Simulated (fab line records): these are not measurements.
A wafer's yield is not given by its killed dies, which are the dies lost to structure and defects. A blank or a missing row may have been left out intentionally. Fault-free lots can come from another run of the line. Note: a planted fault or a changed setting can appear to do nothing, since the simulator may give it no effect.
fab line records -- flow sky130
record: lots: 6, wafers: 18, last_day: 50
route steps=708 shown VT_ADJUST_HVTR@133 VT_ADJUST_PCH@143 PAD_OPEN@708
lots with no fault: from the same line, run without faults
start_h: hours from the record's opening day to when the first of the lot's shown wafers began -- wait_h: hours elapsed since this lot's preceding step -- " repeats the value in the row above -- L1.1+2: a single row standing in for several wafers -- - no value present, or no start provided -- * or withheld: withheld -- < > ~ a bound
route shown NAME@n: names a module that has steps shown in the file, with the first one's number in the route -- usual: average and standard deviation across the fault-free wafers -- same: alike in all rows -- chamber/n: place in a boat -- sites: per-site readings -- _std_site: their standard deviation -- _edge_site: inner sites' mean taken away from outer sites' mean -- radius_mm: for every site, how far away it sits from the centre of the wafer -- mask NAME#n: copy n -- behind: tool/chamber where the wafer was last shaped -- hold: the reason the lot was held/the length of the hold in hours/how it ended -- device: transistor that didn't switch, given as n, p or np -- end of line: tests run on the same wafers once the route is complete -- a step with no rows: only its recipe -- killed: dies lost to structure and defects at the first sort, not the wafer's yield -- map: a wafer's dies, x killed, . not, _ none there
set.NAME: the setting the step ran with; set.NAME@STEP: the setting that earlier step ran with -- model.NAME: the simulator's own value behind a step, which no gauge read
lots seen at some steps along the route; tables by step, rows by wafer
services: a tool's chamber out of use, with start hour (start_h, from the record's first day; less than 0 if before it), hours out, and reason
== steps ==
step: SKY_VT_ADJUST_HVTR_COAT_02
recipe: resist: NOVOLAK, spin_rpm: 3000, resist_thk_nm: 1140
step: SKY_VT_ADJUST_HVTR_SOFTBAKE_03
recipe: temp_c: 90, time_s: 60, resist: NOVOLAK
step: SKY_VT_ADJUST_HVTR_EXPOSE_04
recipe: mask_id: HVTRM, target_cd_nm: 380, na: 0.6, source_shape: conventional, sigma_outer: 0.6, dose_mj: 150
step: SKY_VT_ADJUST_HVTR_PEB_05
recipe: temp_c: withheld, time_s: *, resist: NOVOLAK
step: SKY_VT_ADJUST_HVTR_DEVELOP_06
recipe: develop_time_s: 60, dev_temp_c: 23
step: SKY_VT_ADJUST_HVTR_CD_MEAS_07
recipe: target_cd_nm: 380
usual: cd_nm: 379.8/2.5
lot.wafer,tool,chamber,start_h,wait_h,cd_nm
L740.1,cd_sem-01,-,195.04,0.1,381.1
L740.3,cd_sem-01,-,195.04,0.1,378.4
L740.5,cd_sem-01,-,195.04,0.1,377.9
L742.1,cd_sem-01,-,207.33,0.1,382.7
L742.2,cd_sem-01,-,207.33,0.1,382.9
L742.6,cd_sem-01,-,207.33,0.1,385.7
L755.1,cd_sem-01,-,327.95,0.2,378.7
L755.3,cd_sem-01,-,327.95,0.2,381.5
L755.4,cd_sem-01,-,327.95,0.2,381.0
L754.1,cd_sem-01,-,329.34,0.1,378.8
L754.2,cd_sem-01,-,329.34,0.1,377.9
L754.5,cd_sem-01,-,329.34,0.1,376.9
L758.1,cd_sem-02,-,359.39,0.1,382.5
L758.5,cd_sem-02,-,359.39,0.1,382.8
L758.6,cd_sem-02,-,359.39,0.1,383.4
L760.4,cd_sem-02,-,373.89,0.1,377.7
L760.5,cd_sem-02,-,373.89,0.1,380.0
L760.6,cd_sem-02,-,373.89,0.1,381.5
step: SKY_VT_ADJUST_HVTR_OVL_MEAS_08
usual: VT_ADJUST_HVTR_OVL: -0.7/1.3
lot.wafer,tool,chamber,start_h,wait_h,VT_ADJUST_HVTR_OVL[nm]
L740.1,overlay-02,-,195.16,0.1,-0.7
L740.3,overlay-02,-,195.16,0.1,-0.9
L740.5,overlay-02,-,195.16,0.1,-0.9
L742.1,overlay-01,-,207.45,0.1,0.5
L742.2,overlay-01,-,207.45,0.1,0.9
L742.6,overlay-01,-,207.45,0.1,1.0
L755.1,overlay-01,-,328.07,0.1,-3.6
L755.3,overlay-01,-,328.07,0.1,-3.7
L755.4,overlay-01,-,328.07,0.1,-3.0
L754.1,overlay-01,-,329.46,0.1,-0.8
L754.2,overlay-01,-,329.46,0.1,-2.0
L754.5,overlay-01,-,329.46,0.1,-1.8
L758.1,overlay-02,-,359.51,0.1,-1.5
L758.5,overlay-02,-,359.51,0.1,-2.5
L758.6,overlay-02,-,359.51,0.1,-1.3
L760.4,overlay-01,-,373.97,0.1,-0.2
L760.5,overlay-01,-,373.97,0.1,0.2
L760.6,overlay-01,-,373.97,0.1,0.4
step: SKY_VT_ADJUST_HVTR_IMPLANT_09
recipe: species: B, energy_kev: 10, dose_cm2: 2.1e+12, tilt_deg: withheld
step: SKY_VT_ADJUST_HVTR_STRIP_10
recipe: chemistry: O2/N2, power_w: 1400, pressure_mtorr: 1500, platen_temp_c: withheld, o2_flow_sccm: 3000, n2_flow_sccm: 300, overash_fraction: 0.5
usual: drypump_motor_current_A: 6.0/0.35, o2_flow_sccm: 3000/8.5, oes_product_au: 0.715/0.0048, strip_time_to_endpoint_s: 14.172/0.027
lot.wafer,tool,chamber,start_h,wait_h,drypump_motor_current_A,o2_flow_sccm,oes_product_au,rf_hours_counter_h,strip_time_to_endpoint_s
L740.1,plasma_asher-02,0,195.35,0.1,6.0,3011,0.712,38,14.150
L740.3,plasma_asher-02,0,195.35,0.1,6.0,2999,0.712,-,14.186
L740.5,plasma_asher-02,1,195.35,0.1,6.1,3007,0.712,-,14.169
L742.1,plasma_asher-02,0,207.64,0.1,5.9,3015,0.705,39,14.169
L742.2,plasma_asher-02,1,207.64,0.1,6.1,2989,0.728,39,14.156
L742.6,plasma_asher-02,0,207.64,0.1,6.0,3013,0.716,-,14.151
L755.1,plasma_asher-01,0,328.26,0.1,5.6,3005,0.714,62,14.145
L755.3,plasma_asher-01,1,328.26,0.1,6.6,2983,0.718,-,14.145
L755.4,plasma_asher-01,0,328.26,0.1,5.5,3001,0.720,-,14.135
L754.1,plasma_asher-01,0,329.65,0.1,5.6,3001,0.713,62,14.169
L754.2,plasma_asher-01,1,329.65,0.1,6.6,3011,0.717,62,14.153
L754.5,plasma_asher-01,1,329.65,0.1,6.6,3004,0.716,-,14.140
L758.1,plasma_asher-02,0,359.70,0.1,6.0,2999,0.721,54,14.156
L758.5,plasma_asher-02,1,359.70,0.1,6.1,2994,0.721,-,14.148
L758.6,plasma_asher-02,0,359.70,0.1,6.0,2998,0.709,-,14.132
L760.4,plasma_asher-04,1,374.17,0.1,5.7,3007,0.714,-,14.145
L760.5,plasma_asher-04,1,374.17,0.1,5.7,3006,0.719,-,14.190
L760.6,plasma_asher-04,0,374.17,0.1,5.8,3006,0.713,-,14.158
step: SKY_VT_ADJUST_HVTR_TW_MEAS_11
usual: VT_ADJUST_HVTR_TW: 210.2/1.3
lot.wafer,tool,chamber,start_h,wait_h,VT_ADJUST_HVTR_TW
L740.1,film_metro-02,-,195.45,0.1,210.1
L740.3,film_metro-02,-,195.45,0.1,209.7
L740.5,film_metro-02,-,195.45,0.1,211.3
L742.1,film_metro-02,-,207.74,0.1,210.8
L742.2,film_metro-02,-,207.74,0.1,208.2
L742.6,film_metro-02,-,207.74,0.1,210.1
L755.1,film_metro-01,-,328.36,0.1,211.5
L755.3,film_metro-01,-,328.36,0.1,211.8
L755.4,film_metro-01,-,328.36,0.1,212.8
L754.1,film_metro-02,-,329.75,0.1,208.5
L754.2,film_metro-02,-,329.75,0.1,208.6
L754.5,film_metro-02,-,329.75,0.1,209.6
L758.1,film_metro-04,-,359.80,0.1,209.9
L758.5,film_metro-04,-,359.80,0.1,210.4
L758.6,film_metro-04,-,359.80,0.1,210.3
L760.4,film_metro-01,-,374.27,0.1,210.7
L760.5,film_metro-01,-,374.27,0.1,209.9
L760.6,film_metro-01,-,374.27,0.1,210.3
step: SKY_VT_ADJUST_PCH_DEHYDRATE_00
recipe: temp_c: 200, time_s: 60
step: SKY_VT_ADJUST_PCH_HMDS_01
recipe: prime_time_s: 60, prime_temp_c: 120
step: SKY_VT_ADJUST_PCH_COAT_02
recipe: spin_rpm: 2000, resist_thk_nm: 3000
lot.wafer,tool,chamber,start_h,wait_h,model.coat_of_VT_ADJUST_PCH_COAT_02.thk_nm
L740.1,litho_track-03,0,205.59,0.1,2986
L740.3,litho_track-03,0,205.59,0.1,2989
L740.5,litho_track-03,0,205.59,0.1,2993
L742.1,litho_track-02,0,218.67,0.1,2993
L742.2,litho_track-02,0,218.67,0.1,2999
L742.6,litho_track-02,0,218.67,0.1,2997
L755.1,litho_track-03,0,341.18,0.1,3061
L755.3,litho_track-03,0,341.18,0.1,3065
L755.4,litho_track-03,0,341.18,0.1,3057
L754.1,litho_track-03,0,342.48,0.1,3080
L754.2,litho_track-03,0,342.48,0.1,3070
L754.5,litho_track-03,0,342.48,0.1,3079
L758.1,litho_track-02,0,373.42,0.1,2995
L758.5,litho_track-02,0,373.42,0.1,3006
L758.6,litho_track-02,0,373.42,0.1,2993
L760.4+6,litho_track-02,0,389.00,0.1,2990
L760.5,litho_track-02,0,389.00,0.1,2984
step: SKY_VT_ADJUST_PCH_SOFTBAKE_03
recipe: temp_c: 110, time_s: withheld
step: SKY_VT_ADJUST_PCH_EXPOSE_04
recipe: mask_id: NWM, na: 0.6, source_shape: conventional, sigma_outer: 0.6, polarization: unpolarized, target_cd_nm: 840, dose_mj: 255
step: SKY_VT_ADJUST_PCH_PEB_05
recipe: temp_c: 115, time_s: withheld
step: SKY_VT_ADJUST_PCH_DEVELOP_06
recipe: wall_angle_deg: 90, developer: TMAH, develop_time_s: 60, dev_temp_c: 23
lot.wafer,tool,chamber,start_h,wait_h,model.coat_of_VT_ADJUST_PCH_COAT_02.thk_nm
L740.1,litho_track-02,0,-,-,2982
L740.3,litho_track-02,0,-,-,2985
L740.5,litho_track-02,0,-,-,2989
L742.1,litho_track-03,0,-,-,2989
L742.2,litho_track-03,0,-,-,2995
L742.6,litho_track-03,0,-,-,2993
L755.1,litho_track-02,0,-,-,3056
L755.3,litho_track-02,0,-,-,3061
L755.4,litho_track-02,0,-,-,3053
L754.1,litho_track-03,0,-,-,3075
L754.2,litho_track-03,0,-,-,3066
L754.5,litho_track-03,0,-,-,3074
L758.1,litho_track-02,0,-,-,2990
L758.5,litho_track-02,0,-,-,3001
L758.6,litho_track-02,0,-,-,2988
L760.4+6,litho_track-02,0,-,-,2986
L760.5,litho_track-02,0,-,-,2980
step: SKY_VT_ADJUST_PCH_OVL_MEAS_07
usual: VT_ADJUST_PCH_OVL: 0.8/1.2
lot.wafer,tool,chamber,start_h,wait_h,VT_ADJUST_PCH_OVL[nm]
L740.1,overlay-02,-,215.87,-,1.2
L740.3,overlay-02,-,215.87,-,0.8
L740.5,overlay-02,-,215.87,-,1.1
L742.1,overlay-02,-,230.13,-,1.1
L742.2,overlay-02,-,230.13,-,2.1
L742.6,overlay-02,-,230.13,-,2.5
L755.1,overlay-01,-,355.27,-,1.9
L755.3,overlay-01,-,355.27,-,2.2
L755.4,overlay-01,-,355.27,-,2.3
L754.1,overlay-01,-,356.58,-,1.7
L754.2,overlay-01,-,356.58,-,1.6
L754.5,overlay-01,-,356.58,-,1.8
L758.1,overlay-01,-,388.32,-,1.9
L758.5,overlay-01,-,388.32,-,0.6
L758.6,overlay-01,-,388.32,-,0.9
L760.4,overlay-01,-,403.29,-,1.4
L760.5,overlay-01,-,403.29,-,1.3
L760.6,overlay-01,-,403.29,-,1.3
step: SKY_VT_ADJUST_PCH_IMPLANT_08
recipe: species: B, energy_kev: 10, dose_cm2: 5e+11, tilt_deg: withheld
step: SKY_VT_ADJUST_PCH_STRIP_09
recipe: chemistry: O2/N2, power_w: 1400, pressure_mtorr: 1500, platen_temp_c: withheld, o2_flow_sccm: 3000, n2_flow_sccm: 300, overash_fraction: 0.5
usual: drypump_motor_current_A: 5.69/0.3, o2_flow_sccm: 3000/8.4, oes_product_au: 0.722/0.0045, strip_time_to_endpoint_s: 36.88/0.09
lot.wafer,tool,chamber,start_h,wait_h,drypump_motor_current_A,o2_flow_sccm,oes_product_au,rf_hours_counter_h,strip_time_to_endpoint_s
L740.1,plasma_asher-03,1,216.06,0.1,5.57,3015,0.737,10,36.75
L740.3,plasma_asher-03,0,216.06,0.1,5.19,3003,0.719,-,36.79
L740.5,plasma_asher-03,1,216.06,0.1,5.55,3003,0.720,-,36.84
L742.1,plasma_asher-03,0,230.32,0.1,5.23,3010,0.723,11,36.83
L742.2,plasma_asher-03,1,230.32,0.1,5.54,3008,0.728,11,36.91
L742.6,plasma_asher-03,0,230.32,0.1,5.20,2984,0.729,-,36.89
L755.1,plasma_asher-02,0,355.46,0.1,5.92,3000,0.726,53,37.58
L755.3,plasma_asher-02,1,355.46,0.1,6.09,2999,0.728,-,37.65
L755.4,plasma_asher-02,0,355.46,0.1,5.95,2996,0.717,-,37.56
L754.1,plasma_asher-04,0,356.77,0.1,5.79,3014,0.722,67,37.82
L754.2,plasma_asher-04,1,356.77,0.1,5.70,3001,0.720,67,37.70
L754.5,plasma_asher-04,0,356.77,0.1,5.76,2999,0.719,-,37.79
L758.1,plasma_asher-04,0,388.51,0.1,5.77,3003,0.733,70,36.84
L758.5,plasma_asher-04,0,388.51,0.1,5.78,2994,0.724,-,36.98
L758.6,plasma_asher-04,1,388.51,0.1,5.75,3004,0.725,-,36.82
L760.4,plasma_asher-04,0,403.49,0.1,5.79,2998,0.730,-,36.81
L760.5,plasma_asher-04,1,403.49,0.1,5.70,3006,0.720,-,36.72
L760.6,plasma_asher-04,0,403.49,0.1,5.79,3001,0.723,-,36.80
step: SKY_VT_ADJUST_PCH_TW_MEAS_10
usual: VT_ADJUST_PCH_TW: 142.3/1
lot.wafer,tool,chamber,start_h,wait_h,VT_ADJUST_PCH_TW
L740.1,film_metro-02,-,216.16,0.1,141.6
L740.3,film_metro-02,-,216.16,0.1,140.8
L740.5,film_metro-02,-,216.16,0.1,141.1
L742.1,film_metro-01,-,230.42,0.1,143.2
L742.2,film_metro-01,-,230.42,0.1,143.5
L742.6,film_metro-01,-,230.42,0.1,144.2
L755.1,film_metro-03,-,355.56,0.1,141.3
L755.3,film_metro-03,-,355.56,0.1,140.6
L755.4,film_metro-03,-,355.56,0.1,141.4
L754.1,film_metro-02,-,356.87,0.1,141.5
L754.2,film_metro-02,-,356.87,0.1,141.8
L754.5,film_metro-02,-,356.87,0.1,141.5
L758.1,film_metro-01,-,388.61,0.1,143.5
L758.5,film_metro-01,-,388.61,0.1,144.1
L758.6,film_metro-01,-,388.61,0.1,144.1
L760.4,film_metro-03,-,403.59,0.1,141.6
L760.5,film_metro-03,-,403.59,0.1,141.1
L760.6,film_metro-03,-,403.59,0.1,141.5
step: SKY_PAD_OPEN_PROBE_99
usual: killed_at_M0_to_M3: 44/7.3, killed_at_M4_up: 3.2/1.8, killed_at_contacts: 24/5.4, killed_at_front_end: 16/4.4, killed_at_other: 0.3/0.48, killed_dies: 86/9.5, killed_open: 47/7.7, killed_short: 39/6.4
same: gross_dies: 492, killed_at_back_side: 0
lot.wafer,tool,chamber,start_h,wait_h,killed_at_M0_to_M3,killed_at_M4_up,killed_at_contacts,killed_at_front_end,killed_at_other,killed_dies,killed_open,killed_short
L740.1,prober-01,-,1059.75,0.1,49,4,29,10,0,92,48,44
L740.3,prober-01,-,1059.85,0.2,50,5,23,14,0,92,46,46
L740.5,prober-01,-,1059.95,0.2,48,3,26,15,0,92,57,35
L742.1,prober-02,-,1076.45,0.1,59,4,31,13,1,108,51,57
L742.2,prober-02,-,1076.50,0.1,40,7,17,17,0,81,49,32
L742.6,prober-02,-,1076.70,0.2,50,4,24,17,0,95,56,39
L755.1,prober-02,-,1176.39,0.1,40,1,25,23,0,89,53,36
L755.3,prober-02,-,1176.49,0.2,43,2,23,14,0,82,44,38
L755.4,prober-02,-,1176.54,0.2,46,4,26,12,0,88,57,31
L754.1,prober-02,-,1178.61,0.1,36,2,27,18,0,83,41,42
L754.2,prober-02,-,1178.66,0.1,41,3,31,20,0,95,51,44
L754.5,prober-02,-,1178.81,0.2,44,1,19,12,0,76,33,43
L760.4,prober-01,-,1203.44,0.2,48,2,28,15,0,93,58,35
L760.5,prober-01,-,1203.49,0.2,59,3,22,16,0,100,57,43
L760.6,prober-01,-,1203.54,0.2,42,5,27,16,0,90,52,38
killed by level:class
L740.1 CONTACT:geometric_particle:open=12 VIA2:geometric_particle:open=9 CONTACT:geometric_particle:short=9 VIA1:geometric_particle:open=8 VIA3:geometric_particle:open=7 METAL2:geometric_particle:short=6 LI_CONTACT:geometric_particle:open=4 VIA1:geometric_particle:short=4
L740.3 VIA1:geometric_particle:open=14 CONTACT:geometric_particle:open=8 METAL2:geometric_particle:short=7 VIA1:geometric_particle:short=7 LOCAL_INTERCONNECT:geometric_particle:short=6 VIA2:geometric_particle:open=6 LI_CONTACT:geometric_particle:open=5 METAL1:geometric_particle:short=5
L740.5 VIA1:geometric_particle:open=13 LI_CONTACT:geometric_particle:open=10 CONTACT:geometric_particle:open=7 VIA1:geometric_particle:short=7 VIA2:geometric_particle:open=7 METAL2:geometric_particle:short=6 FIELD_ISO:geometric_particle:open=5 VIA3:geometric_particle:open=5
L742.1 VIA2:geometric_particle:short=11 CONTACT:geometric_particle:open=10 VIA1:geometric_particle:open=10 METAL1:geometric_particle:short=9 VIA2:geometric_particle:open=8 CONTACT:geometric_particle:short=7 VIA1:geometric_particle:short=6 LI_CONTACT:geometric_particle:short=5
L742.2 VIA1:geometric_particle:open=14 VIA2:geometric_particle:open=6 FIELD_ISO:geometric_particle:open=5 CONTACT:geometric_particle:open=5 VIA1:geometric_particle:short=5 POLY_GATE:geometric_particle:open=4 LI_CONTACT:geometric_particle:open=4 METAL1:geometric_particle:short=4
L742.6 VIA1:geometric_particle:open=17 CONTACT:geometric_particle:open=10 VIA3:geometric_particle:open=9 FIELD_ISO:geometric_particle:short=6 METAL1:geometric_particle:short=5 METAL2:geometric_particle:short=5 VIA2:geometric_particle:open=5 LI_CONTACT:geometric_particle:short=4
L755.1 VIA1:geometric_particle:open=11 CONTACT:geometric_particle:open=10 FIELD_ISO:geometric_particle:open=7 LI_CONTACT:geometric_particle:open=7 FIELD_ISO:geometric_particle:short=6 METAL1:geometric_particle:short=6 VIA2:geometric_particle:open=5 POLY_GATE:geometric_particle:open=4
L755.3 LI_CONTACT:geometric_particle:open=9 VIA1:geometric_particle:open=9 METAL2:geometric_particle:short=6 FIELD_ISO:geometric_particle:open=5 LOCAL_INTERCONNECT:geometric_particle:short=5 CONTACT:geometric_particle:open=5 METAL1:geometric_particle:short=5 VIA1:geometric_particle:short=5
L755.4 VIA1:geometric_particle:open=17 CONTACT:geometric_particle:open=9 LI_CONTACT:geometric_particle:open=8 VIA3:geometric_particle:open=8 LI_CONTACT:geometric_particle:short=6 METAL1:geometric_particle:short=6 FIELD_ISO:geometric_particle:short=4 POLY_GATE:geometric_particle:open=4
L754.1 CONTACT:geometric_particle:open=9 LI_CONTACT:geometric_particle:open=8 VIA1:geometric_particle:open=7 METAL1:geometric_particle:short=6 METAL2:geometric_particle:short=6 POLY_GATE:geometric_particle:open=5 CONTACT:geometric_particle:short=5 POLY_GATE:geometric_particle:short=4
L754.2 CONTACT:geometric_particle:open=12 VIA3:geometric_particle:open=8 VIA1:geometric_particle:open=8 LI_CONTACT:geometric_particle:open=7 FIELD_ISO:geometric_particle:short=6 CONTACT:geometric_particle:short=6 POLY_GATE:geometric_particle:short=5 POLY_GATE:geometric_particle:open=5
L754.5 CONTACT:geometric_particle:short=7 METAL1:geometric_particle:short=7 VIA1:geometric_particle:open=6 METAL2:geometric_particle:short=6 VIA3:geometric_particle:short=6 POLY_GATE:geometric_particle:open=5 FIELD_ISO:geometric_particle:short=4 LI_CONTACT:geometric_particle:open=4
L760.4 VIA1:geometric_particle:open=19 VIA3:geometric_particle:open=9 LI_CONTACT:geometric_particle:open=7 LOCAL_INTERCONNECT:geometric_particle:short=7 CONTACT:geometric_particle:open=7 VIA2:geometric_particle:open=7 POLY_GATE:geometric_particle:short=5 SPACER:geometric_particle:short=4
L760.5 METAL1:geometric_particle:short=10 VIA1:geometric_particle:open=9 VIA3:geometric_particle:open=8 CONTACT:geometric_particle:open=7 VIA1:geometric_particle:short=7 POLY_GATE:geometric_particle:open=6 VIA2:geometric_particle:open=6 LI_CONTACT:geometric_particle:open=6
L760.6 CONTACT:geometric_particle:open=11 VIA1:geometric_particle:open=10 VIA2:geometric_particle:open=9 LI_CONTACT:geometric_particle:open=8 POLY_GATE:geometric_particle:short=6 METAL1:geometric_particle:short=5 POLY_GATE:geometric_particle:open=4 LOCAL_INTERCONNECT:geometric_particle:short=4
== services ==
tool,chamber,start_h,hours,kind
plasma_asher-01,-,206.96,1.0,repair
plasma_asher-01,-,218.87,2.1,repair
plasma_asher-04,-,257.49,4.1,repair
plasma_asher-03,-,287.31,7.6,repair
plasma_asher-04,-,304.95,5.3,repair
plasma_asher-01,-,371.90,3.5,repair
plasma_asher-04,-,378.98,4.0,pm
== key ==
first_sign: step: SKY_VT_ADJUST_PCH_STRIP_09, reading: strip_time_to_endpoint_s, direction: up, sigmas: 8.9, usual: *, struck: *
effect none on later readings
model_effect: step: SKY_VT_ADJUST_PCH_COAT_02, value: coat_of_VT_ADJUST_PCH_COAT_02.thk_nm, without: 3003, struck: 3069
model_effect: step: SKY_VT_ADJUST_PCH_DEVELOP_06, value: coat_of_VT_ADJUST_PCH_COAT_02.thk_nm, without: 2999, struck: 3064
met_at SKY_VT_ADJUST_PCH_COAT_02
struck_wafers L754.1,L754.2,L754.5,L755.1,L755.3,L755.4
tester_left_out L754,L755
onset_between 205.59 341.18
also_fits SKY_VT_ADJUST_HVTR_STRIP_10:plasma_asher-01
fault: kind: process_parameter_drift, tool: litho_track-03, chamber: -, onset_h: 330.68, steps: SKY_VT_ADJUST_PCH_COAT_02, channel: resist_thk_nm, offset: 65.637, shape: step, end_h: 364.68, acts_in: these_recipes_only, stated: 3000
tester_left_out: of these lots the tester's yield and bins aren't shown, on N5 and GAA mostly nor the transistor test; their killed dies are dies lost to structure and defects alone, not to doping, threshold or leakage, so they don't give the yield
